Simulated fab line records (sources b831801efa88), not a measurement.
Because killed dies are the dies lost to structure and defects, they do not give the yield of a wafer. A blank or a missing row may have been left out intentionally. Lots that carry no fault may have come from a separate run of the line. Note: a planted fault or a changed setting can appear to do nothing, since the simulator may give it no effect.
fab line records	flow gf180mcu	part 1 of 2: steps 1 to 42 of 43
record lots=6	wafers=18	lastDay=33
route steps=602 shown VT_IMPLANT@131 MVSD@136 NWELL@137 LVPWELL@138 MVPSD@139 DUAL_GATE@141 POLY_GATE@157 PASSIVATION@602
lots untouched by any fault: they come from a run of this same line in which no faults occurred
startH: the number of hours between the record's first day and the start of the first shown wafer of the lot	waitH: hours from the lot's prior step to this one	" repeats the value in the row above	L1.1+2: a row that stands for several wafers	- no value, or no start was given	* or withheld: withheld	< > ~ a bound
route shown NAME@n: names a module that has steps shown in the file, with the first one's number in the route	usual: the fault-free wafers' mean and standard deviation	same: alike in all rows	chamber/n: place in a boat	sites: the reading at each site	_std_site: the values' standard deviation	_edge_site: mean of outer sites minus mean of inner sites	radiusMm: how far each site lies from the wafer's centre	mask NAME#n: copy n	behind: the tool/chamber that last shaped the wafer	hold: cause of the lot's hold/its duration in hours/its outcome	device: transistor that didn't switch, given as n, p or np	end of line: the route-end tests of the same wafers	step lacking rows: just its recipe	killed: the dies lost at the first sort to structure and to defects; this is not the yield of the wafer	map: dies across one wafer; x = killed, . = not, _ = none there
set.NAME: the run value of the setting; set.NAME@STEP: its run value at that earlier step	model.NAME: the simulator's own value behind a step, which no gauge read
a table for each step, a row for each wafer; lots at some steps of the route
services: a tool's chamber out of use, with start hour (startH, from the record's first day; less than 0 if before it), hours out, and reason
## steps
# step GF_VT_IMPLANT_IMPLANT_41
# recipe species=As	energyKev=70	doseCm2=1.013e+12	tiltDeg=7
# step GF_VT_IMPLANT_STRIP_42
# recipe chemistry=O2/N2	powerW=1400	pressureMtorr=1500	platenTempC=250	o2FlowSccm=3000	n2FlowSccm=300	overashFraction=0.5
# step GF_VT_IMPLANT_TW_MEAS_43
# usual VT_IMPLANT_4_TW=692/6.5
lot.wafer	tool	chamber	startH	waitH	VT_IMPLANT_4_TW
L455.4	filmMetro-02	-	186.61	0.1	699
L455.5	"	-	"	"	702
L455.6	"	-	"	"	700
L457.3	filmMetro-04	-	195.75	0.1	687
L457.4	"	-	"	"	690
L457.5	"	-	"	"	695
L463.2	filmMetro-04	-	237.53	0.1	693
L463.3	"	-	"	"	691
L463.4	"	-	"	"	691
L464.2	filmMetro-02	-	249.86	0.1	699
L464.4	"	-	"	"	699
L464.6	"	-	"	"	696
L466.1	filmMetro-03	-	261.55	0.1	689
L466.5	"	-	"	"	682
L466.6	"	-	"	"	689
L470.2	filmMetro-03	-	285.99	0.1	683
L470.3	"	-	"	"	684
L470.5	"	-	"	"	681
# step GF_VT_IMPLANT_CLEAN_44
# recipe chemistry=SC1/SC2	mix=1:4:20	tempC=70	timeS=150	dry=n2Spin
# step GF_VT_IMPLANT_RTA_45
# recipe tempC=1050	timeS=30	ambient=N2
# usual lampPowerPct=32/5.3	wafer_temp_C_max=1053.8/1.1
lot.wafer	tool	chamber	startH	waitH	lampPowerPct	wafer_temp_C_max
L455.4	rtpAnneal-01	0	186.74	0.1	28	1054.3
L455.5	"	0	"	"	28	1053.5
L455.6	"	0	"	"	28	1052.6
L457.3	rtpAnneal-01	0	195.88	0.0	28	1053.6
L457.4	"	0	"	"	28	1055.8
L457.5	"	0	"	"	28	1053.5
L463.2	rtpAnneal-02	0	237.64	0.0	39	1054.3
L463.3	"	0	"	"	39	1056.7
L463.4	"	0	"	"	39	1053.8
L464.2	rtpAnneal-02	0	249.98	0.0	39	1054.8
L464.4	"	0	"	"	39	1053.8
L464.6	"	0	"	"	39	1055.0
L466.1	rtpAnneal-02	0	261.67	0.0	39	1054.1
L466.5	"	0	"	"	39	1053.7
L466.6	"	0	"	"	39	1056.0
L470.2	rtpAnneal-02	0	286.11	0.0	39	1056.3
L470.3	"	0	"	"	39	1055.7
L470.5	"	0	"	"	39	1056.4
# step GF_VT_IMPLANT_RS_MEAS_46
# recipe thkMeasGauge=four-point-probe
# usual MVSD_RS=456.8/1.3
lot.wafer	tool	chamber	startH	waitH	MVSD_RS[ohm/sq]
L455.4	filmMetro-03	-	186.85	0.1	455.6
L455.5	"	-	"	"	455.4
L455.6	"	-	"	"	456.1
L457.3	filmMetro-03	-	195.98	0.1	457.3
L457.4	"	-	"	"	456.7
L457.5	"	-	"	"	456.3
L463.2	filmMetro-01	-	237.75	0.1	458.0
L463.3	"	-	"	"	457.6
L463.4	"	-	"	"	458.1
L464.2	filmMetro-03	-	250.08	0.1	458.9
L464.4	"	-	"	"	458.8
L464.6	"	-	"	"	458.5
L466.1	filmMetro-01	-	261.77	0.1	457.5
L466.5	"	-	"	"	457.2
L466.6	"	-	"	"	457.9
L470.2	filmMetro-04	-	286.21	0.1	456.5
L470.3	"	-	"	"	456.5
L470.5	"	-	"	"	455.9
# step GF_VT_IMPLANT_RS_MEAS_47
# recipe thkMeasGauge=four-point-probe
# usual NWELL_RS=487.6/1.2
lot.wafer	tool	chamber	startH	waitH	NWELL_RS[ohm/sq]
L455.4	filmMetro-03	-	186.97	0.1	487.5
L455.5	"	-	"	"	487.7
L455.6	"	-	"	"	487.0
L457.3	filmMetro-03	-	196.10	0.1	487.7
L457.4	"	-	"	"	486.3
L457.5	"	-	"	"	487.5
L463.2	filmMetro-01	-	237.87	0.1	487.6
L463.3	"	-	"	"	487.9
L463.4	"	-	"	"	488.3
L464.2	filmMetro-03	-	250.20	0.1	490.7
L464.4	"	-	"	"	490.9
L464.6	"	-	"	"	488.3
L466.1	filmMetro-01	-	261.89	0.1	485.9
L466.5	"	-	"	"	488.4
L466.6	"	-	"	"	486.6
L470.2	filmMetro-04	-	286.33	0.1	486.6
L470.3	"	-	"	"	486.3
L470.5	"	-	"	"	486.1
# step GF_VT_IMPLANT_RS_MEAS_48
# recipe thkMeasGauge=four-point-probe
# usual LVPWELL_RS=1196/3.1
lot.wafer	tool	chamber	startH	waitH	LVPWELL_RS[ohm/sq]
L455.4	filmMetro-03	-	187.09	0.1	1192
L455.5	"	-	"	"	1195
L455.6	"	-	"	"	1194
L457.3	filmMetro-03	-	196.22	0.1	1199
L457.4	"	-	"	"	1200
L457.5	"	-	"	"	1199
L463.2	filmMetro-01	-	237.99	0.1	1199
L463.3	"	-	"	"	1198
L463.4	"	-	"	"	1195
L464.2	filmMetro-03	-	250.32	0.1	1192
L464.4	"	-	"	"	1194
L464.6	"	-	"	"	1195
L466.1	filmMetro-01	-	262.01	0.1	1192
L466.5	"	-	"	"	1191
L466.6	"	-	"	"	1190
L470.2	filmMetro-04	-	286.45	0.1	1197
L470.3	"	-	"	"	1196
L470.5	"	-	"	"	1194
# step GF_VT_IMPLANT_RS_MEAS_49
# recipe thkMeasGauge=four-point-probe
# usual MVPSD_RS=1168.6/2.8
lot.wafer	tool	chamber	startH	waitH	MVPSD_RS[ohm/sq]
L455.4	filmMetro-03	-	187.21	0.1	1168.6
L455.5	"	-	"	"	1165.2
L455.6	"	-	"	"	1164.8
L457.3	filmMetro-03	-	196.34	0.1	1166.8
L457.4	"	-	"	"	1166.6
L457.5	"	-	"	"	1165.1
L463.2	filmMetro-01	-	238.11	0.1	1165.6
L463.3	"	-	"	"	1167.8
L463.4	"	-	"	"	1166.5
L464.2	filmMetro-03	-	250.44	0.1	1171.8
L464.4	"	-	"	"	1171.1
L464.6	"	-	"	"	1173.1
L466.1	filmMetro-01	-	262.13	0.1	1168.4
L466.5	"	-	"	"	1170.4
L466.6	"	-	"	"	1171.7
L470.2	filmMetro-04	-	286.57	0.1	1171.7
L470.3	"	-	"	"	1170.3
L470.5	"	-	"	"	1172.5
# step GF_VT_IMPLANT_WET_ETCH_50
# recipe chemistry=dHF	targetDepthNm=20	target=SiO2	tempC=25	dilution=100:1	timeS=400
# step GF_DUAL_GATE_CLEAN_00
# recipe chemistry=SC1/SC2	mix=1:4:20	tempC=70	timeS=150
# step GF_DUAL_GATE_CLEAN_01
# recipe chemistry=dHF	timeS=20	dilution=100:1	dry=ipaMarangoni
# step GF_DUAL_GATE_OXIDATION_02
# recipe tempC=900	ambient=O2	stabiliseS=600	purgeS=300	targetThkA=108.87	oxTimeS=1602
# usual zonePowerLowerPct=20.4/2.8
lot.wafer	tool	chamber	startH	waitH	zonePowerLowerPct
L455.4	furnace-02	0	188.37	0.9	17.3
L455.5	"	0	"	"	17.3
L455.6	"	0	"	"	17.4
L457.3	furnace-02	0	196.84	0.2	17.5
L457.4	"	0	"	"	17.2
L457.5	"	0	"	"	17.3
L463.2	furnace-02	0	239.11	0.7	17.5
L463.3	"	0	"	"	17.7
L463.4	"	0	"	"	17.5
L464.2	furnace-02	0	250.83	0.1	17.2
L464.4	"	0	"	"	17.5
L464.6	"	0	"	"	17.5
L466.1	furnace-01	0	263.49	1.1	22.8
L466.5	"	0	"	"	22.7
L466.6	"	0	"	"	22.9
L470.2	furnace-01	0	287.71	0.8	23.2
L470.3	"	0	"	"	23.2
L470.5	"	0	"	"	22.8
# step GF_DUAL_GATE_THK_MEAS_03
# recipe reads=SiO2_of_DUAL_GATE_OXIDATION_02
# usual DUAL_GATE_OXIDATION_00_THK=10.83/0.21
lot.wafer	tool	chamber	startH	waitH	DUAL_GATE_OXIDATION_00_THK[nm]
L455.4	filmMetro-01	-	189.85	0.0	10.89
L455.5	"	-	"	"	10.91
L455.6	"	-	"	"	10.72
L457.3	filmMetro-02	-	198.31	0.0	11.06
L457.4	"	-	"	"	10.81
L457.5	"	-	"	"	11.12
L463.2	filmMetro-02	-	240.57	0.0	11.10
L463.3	"	-	"	"	11.22
L463.4	"	-	"	"	10.91
L464.2	filmMetro-04	-	252.29	0.0	11.08
L464.4	"	-	"	"	11.14
L464.6	"	-	"	"	11.31
L466.1	filmMetro-02	-	264.94	0.0	10.50
L466.5	"	-	"	"	10.32
L466.6	"	-	"	"	10.47
L470.2	filmMetro-02	-	289.16	0.0	10.99
L470.3	"	-	"	"	10.83
L470.5	"	-	"	"	10.87
# step GF_DUAL_GATE_DEHYDRATE_04
# recipe tempC=200	timeS=60
# step GF_DUAL_GATE_HMDS_05
# recipe primeTimeS=60	primeTempC=120
# step GF_DUAL_GATE_COAT_06
# recipe resist=NOVOLAK	spinRpm=3000	resistThkNm=1000
# step GF_DUAL_GATE_SOFTBAKE_07
# recipe tempC=90	timeS=60	resist=NOVOLAK
# step GF_DUAL_GATE_EXPOSE_08
# recipe maskId=Dualgate	targetCdNm=700	na=0.6	sourceShape=conventional	sigmaOuter=0.6	doseMj=140
# step GF_DUAL_GATE_PEB_09
# recipe tempC=withheld	timeS=*	resist=NOVOLAK
# step GF_DUAL_GATE_DEVELOP_10
# recipe developTimeS=60	devTempC=23
# step GF_DUAL_GATE_OVL_MEAS_11
# usual DUAL_GATE_OVL=0.0/1.3
lot.wafer	tool	chamber	startH	waitH	DUAL_GATE_OVL[nm]
L455.4	overlay-01	-	205.41	0.1	1.4
L455.5	"	-	"	"	0.1
L455.6	"	-	"	"	2.3
L457.3	overlay-01	-	215.66	0.1	0.2
L457.4	"	-	"	"	-1.4
L457.5	"	-	"	"	-0.2
L463.2	overlay-02	-	259.07	0.1	2.6
L463.3	"	-	"	"	1.6
L463.4	"	-	"	"	2.0
L464.2	overlay-01	-	270.57	0.1	-0.2
L464.4	"	-	"	"	1.1
L464.6	"	-	"	"	-0.9
L466.1	overlay-01	-	284.15	0.1	0.1
L466.5	"	-	"	"	-0.1
L466.6	"	-	"	"	0.4
L470.2	overlay-01	-	308.87	0.1	-1.4
L470.3	"	-	"	"	-1.6
L470.5	"	-	"	"	-1.8
# step GF_DUAL_GATE_WET_ETCH_12
# recipe chemistry=dHF	targetDepthNm=13	dry=n2Spin	target=SiO2	tempC=25	dilution=100:1	timeS=260
# step GF_DUAL_GATE_STRIP_13
# recipe chemistry=O2/N2	powerW=1400	pressureMtorr=1500	platenTempC=250	o2FlowSccm=3000	n2FlowSccm=300	overashFraction=0.5
# usual drypumpMotorCurrentA=5.4/0.57	heaterPowerW=334/35	oesProductAu=0.716/0.0042	stripTimeToEndpointS=12.61/0.035
lot.wafer	tool	chamber	startH	waitH	drypumpMotorCurrentA	heaterPowerW	oesProductAu	rfHoursCounterH	stripTimeToEndpointS
L455.4	plasmaAsher-02	0	205.55	0.0	6.1	301	0.718	-	12.61
L455.5	"	1	"	"	5.5	389	0.713	-	12.65
L455.6	"	0	"	"	6.1	309	0.710	-	12.65
L457.3	plasmaAsher-03	0	215.80	0.0	4.7	341	0.711	-	12.62
L457.4	"	1	"	"	6.1	323	0.718	-	12.61
L457.5	"	0	"	"	4.7	336	0.716	-	12.59
L463.2	plasmaAsher-04	0	259.19	0.0	4.7	280	0.720	45	12.63
L463.3	"	1	"	"	5.2	362	0.711	-	12.59
L463.4	"	0	"	"	4.7	277	0.720	-	12.57
L464.2	plasmaAsher-02	1	270.68	0.0	5.5	396	0.713	60	12.60
L464.4	"	0	"	"	6.1	299	0.724	-	12.59
L464.6	"	1	"	"	5.5	383	0.719	-	12.59
L466.1	plasmaAsher-02	0	284.26	0.0	6.1	296	0.720	62	12.57
L466.5	"	1	"	"	5.5	388	0.716	-	12.58
L466.6	"	0	"	"	6.1	306	0.714	-	12.58
L470.2	plasmaAsher-04	0	308.98	0.0	4.7	271	0.716	49	12.56
L470.3	"	0	"	"	4.8	275	0.723	-	12.54
L470.5	"	1	"	"	5.3	357	0.713	-	12.62
# step GF_DUAL_GATE_CLEAN_14
# recipe chemistry=SC1/SC2	mix=1:4:20	tempC=70	timeS=150	dry=n2Spin
# step GF_DUAL_GATE_OXIDATION_15
# recipe tempC=850	ambient=O2	stabiliseS=600	purgeS=300	targetThkA=70.98	oxTimeS=1995
# step GF_POLY_GATE_CVD_00
# recipe material=poly-Si	targetThkNm=200	tempC=620	timeS=1200	pressureMtorr=200
# step GF_POLY_GATE_THK_MEAS_01
# recipe reads=poly-Si_of_POLY_GATE_CVD_00
# usual POLY_GATE_CVD_00_THK=200.5/1.5
lot.wafer	tool	chamber	startH	waitH	POLY_GATE_CVD_00_THK[nm]
L455.4	filmMetro-03	-	209.92	0.0	200.7
L455.5	"	-	"	"	198.4
L455.6	"	-	"	"	199.4
L457.3	filmMetro-02	-	219.79	0.0	200.2
L457.4	"	-	"	"	201.2
L457.5	"	-	"	"	200.8
L463.2	filmMetro-02	-	264.25	0.0	199.5
L463.3	"	-	"	"	199.1
L463.4	"	-	"	"	199.3
L464.2	filmMetro-02	-	275.45	0.0	199.7
L464.4	"	-	"	"	202.0
L464.6	"	-	"	"	201.1
L466.1	filmMetro-01	-	288.91	0.0	199.6
L466.5	"	-	"	"	199.4
L466.6	"	-	"	"	199.2
L470.2	filmMetro-02	-	312.03	0.0	198.8
L470.3	"	-	"	"	199.6
L470.5	"	-	"	"	200.7
# step GF_POLY_GATE_DEHYDRATE_02
# recipe tempC=200	timeS=60
# step GF_POLY_GATE_HMDS_03
# recipe primeTimeS=60	primeTempC=120
# step GF_POLY_GATE_COAT_04
# recipe resist=BARC	tempC=withheld	timeS=withheld	spinRpm=withheld	resistThkNm=withheld
# step GF_POLY_GATE_COAT_05
# recipe resist=KrF	spinRpm=withheld	resistThkNm=700
# step GF_POLY_GATE_SOFTBAKE_06
# recipe tempC=130	timeS=60	resist=KrF
# step GF_POLY_GATE_EXPOSE_07
# recipe maskId=Poly2	targetCdNm=280	na=0.68	sourceShape=conventional	sigmaOuter=0.6	doseMj=28
# step GF_POLY_GATE_PEB_08
# recipe pebTempC=135	pebTimeS=90	resist=KrF
# step GF_POLY_GATE_DEVELOP_09
# recipe developTimeS=60	resist=KrF	devTempC=21
# step GF_POLY_GATE_CD_MEAS_10
# recipe targetCdNm=280
# usual cdNm=280.0/1.3
lot.wafer	tool	chamber	startH	waitH	cdNm
L455.4	cdSem-02	-	227.83	0.1	278.5
L455.5	"	-	"	"	278.3
L455.6	"	-	"	"	278.5
L457.3	cdSem-01	-	237.49	0.1	279.2
L457.4	"	-	"	"	279.6
L457.5	"	-	"	"	279.9
L463.2	cdSem-01	-	283.39	0.1	278.6
L463.3	"	-	"	"	279.3
L463.4	"	-	"	"	279.5
L464.2	cdSem-01	-	295.89	0.1	281.3
L464.4	"	-	"	"	280.1
L464.6	"	-	"	"	279.9
L466.1	cdSem-01	-	308.40	0.1	279.0
L466.5	"	-	"	"	279.5
L466.6	"	-	"	"	278.2
L470.2	cdSem-02	-	334.09	0.2	279.4
L470.3	"	-	"	"	278.7
L470.5	"	-	"	"	279.9
# step GF_POLY_GATE_OVL_MEAS_11
# usual POLY_GATE_OVL=1/5.3
lot.wafer	tool	chamber	startH	waitH	POLY_GATE_OVL[nm]
L455.4	overlay-02	-	227.91	0.1	-1
L455.5	"	-	"	"	-3
L455.6	"	-	"	"	-3
L457.3	overlay-01	-	237.58	0.1	-3
L457.4	"	-	"	"	-3
L457.5	"	-	"	"	1
L463.2	overlay-01	-	283.49	0.1	1
L463.3	"	-	"	"	1
L463.4	"	-	"	"	-7
L464.2	overlay-02	-	296.00	0.1	2
L464.4	"	-	"	"	6
L464.6	"	-	"	"	6
L466.1	overlay-02	-	308.52	0.1	14
L466.5	"	-	"	"	11
L466.6	"	-	"	"	9
L470.2	overlay-01	-	334.20	0.1	5
L470.3	"	-	"	"	2
L470.5	"	-	"	"	3
# step GF_POLY_GATE_ETCH_12
# recipe chemistry=N2/H2	targetDepthA=withheld	overetchA=withheld	timeS=withheld	target=BARC	ionEnergyEv=200	sourceW=500	biasW=100	pressureMtorr=30	n2FlowSccm=100	h2FlowSccm=200
# usual drypumpMotorCurrentA=5.7/0.44	oesProductAu=0.735/0.0043	rfFwdPowerW=495.7/1.8	throttleValvePct=13.213/0.0094
lot.wafer	tool	chamber	startH	waitH	drypumpMotorCurrentA	oesProductAu	rfFwdPowerW	throttleValvePct
L455.4	rieDiel-03	1	227.93	0.0	5.6	0.731	497.0	13.220
L455.5	"	1	"	"	5.6	0.732	498.8	13.212
L455.6	"	2	"	"	5.3	0.738	497.6	13.210
L457.3	rieDiel-02	0	237.60	0.0	5.5	0.730	494.6	13.209
L457.4	"	2	"	"	5.1	0.729	496.6	13.209
L457.5	"	3	"	"	5.9	0.743	493.6	13.216
L463.2	rieDiel-02	3	283.52	0.0	5.9	0.735	494.0	13.186
L463.3	"	0	"	"	5.5	0.736	494.8	13.224
L463.4	"	1	"	"	5.8	0.733	492.9	13.206
L464.2	rieDiel-02	3	296.03	0.0	5.9	0.745	491.5	13.224
L464.4	"	1	"	"	5.8	0.731	494.6	13.214
L464.6	"	2	"	"	5.1	0.731	496.9	13.193
L466.1	rieDiel-04	3	308.55	0.0	5.6	0.737	495.4	13.217
L466.5	"	3	"	"	5.6	0.736	496.7	13.232
L466.6	"	2	"	"	5.8	0.734	497.5	13.209
L470.2	rieDiel-02	0	334.23	0.0	5.5	0.740	493.9	13.216
L470.3	"	1	"	"	5.8	0.737	494.1	13.207
L470.5	"	2	"	"	5.1	0.733	495.6	13.221
# step GF_POLY_GATE_ETCH_13
# recipe target=poly-Si	targetDepthNm=198.5	stopOn=SiO2	overEtchFrac=0.403	chemistry=HBr/Cl2	icpW=400	biasW=100	pressureMtorr=10	HBr_flow_sccm=150	Cl2_flow_sccm=50	timeS=69.6
# usual HBr_flow_sccm=150.0/0.4	drypumpMotorCurrentA=5.6/0.34	mfcCl2Sccm=49.98/0.16	oesProductAu=0.989/0.0066	rfFwdPowerW=396.9/1.6	throttleValvePct=33.684/0.0081
lot.wafer	tool	chamber	startH	waitH	HBr_flow_sccm	drypumpMotorCurrentA	mfcCl2Sccm	oesProductAu	rfFwdPowerW	rfHoursCounterH	throttleValvePct
L455.4	rieSi-01	3	227.98	-	149.7	5.9	49.87	0.983	398.2	55	33.688
L455.5	"	2	"	"	150.2	5.9	50.24	0.989	397.0	-	33.682
L455.6	"	1	"	"	150.0	5.6	49.96	0.989	396.8	-	33.675
L457.3	rieSi-01	2	237.65	-	150.4	5.8	50.21	0.999	398.5	28	33.684
L457.4	"	0	"	"	149.3	5.9	49.78	0.992	394.1	19	33.686
L457.5	"	0	"	"	149.0	5.9	49.72	0.993	395.3	-	33.694
L463.2	rieSi-01	3	283.57	-	150.2	5.9	49.77	0.984	399.0	56	33.689
L463.3	"	1	"	"	150.2	5.5	50.13	0.989	394.8	4	33.662
L463.4	"	0	"	"	149.7	5.9	49.90	0.983	396.1	19	33.673
L464.2	rieSi-01	2	296.08	-	150.1	5.9	49.88	0.991	398.4	28	33.682
L464.4	"	0	"	"	148.9	5.9	50.22	0.983	398.7	19	33.688
L464.6	"	1	"	"	150.6	5.5	49.95	0.994	395.6	-	33.693
L466.1	rieSi-01	2	308.60	-	149.9	5.9	50.06	0.991	397.4	28	33.691
L466.5	"	3	"	"	150.0	5.9	50.22	0.976	399.4	-	33.677
L466.6	"	0	"	"	150.3	5.9	50.13	0.975	396.0	-	33.691
L470.2	rieSi-02	3	334.28	-	149.9	4.9	49.74	0.987	395.7	3	33.684
L470.3	"	0	"	"	150.4	5.7	49.89	0.987	395.7	4	33.682
L470.5	"	3	"	"	149.6	4.9	49.74	0.997	396.1	-	33.695
# step GF_POLY_GATE_STRIP_14
# recipe chemistry=O2/N2	powerW=1400	pressureMtorr=1500	platenTempC=250	o2FlowSccm=3000	n2FlowSccm=300	overashFraction=0.5
# usual drypumpMotorCurrentA=5.5/0.57	heaterPowerW=321/38	oesProductAu=0.504/0.0046
lot.wafer	tool	chamber	startH	waitH	drypumpMotorCurrentA	heaterPowerW	oesProductAu	rfHoursCounterH
L455.4	plasmaAsher-02	1	228.07	0.1	5.5	390	0.507	-
L455.5	"	0	"	"	6.1	305	0.504	-
L455.6	"	1	"	"	5.5	381	0.502	-
L457.3	plasmaAsher-01	0	237.74	0.1	5.7	282	0.505	-
L457.4	"	1	"	"	4.8	268	0.503	-
L457.5	"	1	"	"	4.8	273	0.507	-
L463.2	plasmaAsher-02	1	283.63	0.0	5.5	390	0.493	62
L463.3	"	1	"	"	5.5	392	0.499	-
L463.4	"	0	"	"	6.1	300	0.505	-
L464.2	plasmaAsher-02	0	296.13	0.0	6.1	303	0.507	63
L464.4	"	0	"	"	6.1	302	0.507	-
L464.6	"	0	"	"	6.1	307	0.501	-
L466.1	plasmaAsher-03	1	308.66	0.0	6.1	333	0.504	18
L466.5	"	0	"	"	4.7	339	0.509	-
L466.6	"	1	"	"	6.1	337	0.509	-
L470.2	plasmaAsher-01	1	334.33	0.0	4.8	269	0.495	70
L470.3	"	0	"	"	5.6	278	0.505	-
L470.5	"	1	"	"	4.8	277	0.506	-
# step GF_POLY_GATE_CLEAN_15
# recipe chemistry=SC1/SC2	mix=1:4:20	tempC=70	timeS=150	dry=n2Spin
